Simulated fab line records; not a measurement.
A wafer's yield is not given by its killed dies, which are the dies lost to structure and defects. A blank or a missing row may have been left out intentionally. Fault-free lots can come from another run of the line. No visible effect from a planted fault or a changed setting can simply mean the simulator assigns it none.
Chamber matching + flow sky130 + 4 sister chambers for SKY_VIA4_CMP_02 on cmp-01
The step polishes SiO2. 4 wafers are shown with their chamber, then 8 later ones without.

== WAFERS, EACH WITH ITS CHAMBER ==
| wafer  | chamber | motor_current_A (A) |
|--------|---------|---------------------|
| L596.2 | 0       | 13.8                |
| L596.4 | 1       | 14.0                |
| L597.1 | 3       | 12.8                |
| L598.3 | 2       | 12.5                |

== WAFERS WITH NO CHAMBER GIVEN ==
| wafer  | motor_current_A (A) |
|--------|---------------------|
| L598.5 | 14.4                |
| L598.6 | 13.5                |
| L601.2 | 12.6                |
| L601.3 | 14.1                |
| L601.6 | 13.6                |
| L607.1 | 12.6                |
| L607.2 | 11.8                |
| L607.6 | 13.2                |

== EACH ONE'S CHAMBER ==
| wafer  | from the rows above               | in truth |
|--------|-----------------------------------|----------|
| L598.5 | can't be placed: 1 or 0           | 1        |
| L598.6 | can't be placed: 0 or 1 or 3      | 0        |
| L601.2 | can't be placed: 2 or 3           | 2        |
| L601.3 | can't be placed: 1 or 0           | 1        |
| L601.6 | can't be placed: 0 or 1 or 3      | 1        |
| L607.1 | can't be placed: 2 or 3           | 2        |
| L607.2 | can't be placed: 2 or 3           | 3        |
| L607.6 | can't be placed: 3 or 0 or 2 or 1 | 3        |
Correctly placed: 0 of 8. Unplaceable from these rows: 8, with the true chamber sitting among the candidates in 8. Wrongly placed: 0.
How it was worked out, from the rows above alone: a wafer's distance from a chamber is the root of the sum, over the readings, of the square of ((its reading less the chamber's mean) divided by the reading's scatter). If the next closest chamber is less than 2 further off than the closest, the wafer can't be placed; otherwise it belongs to the closest. Each chamber's mean is taken over the wafers shown for it. The scatter: root of mean squared gap, hidden wafer to nearest shown wafer, with one shown wafer a chamber.
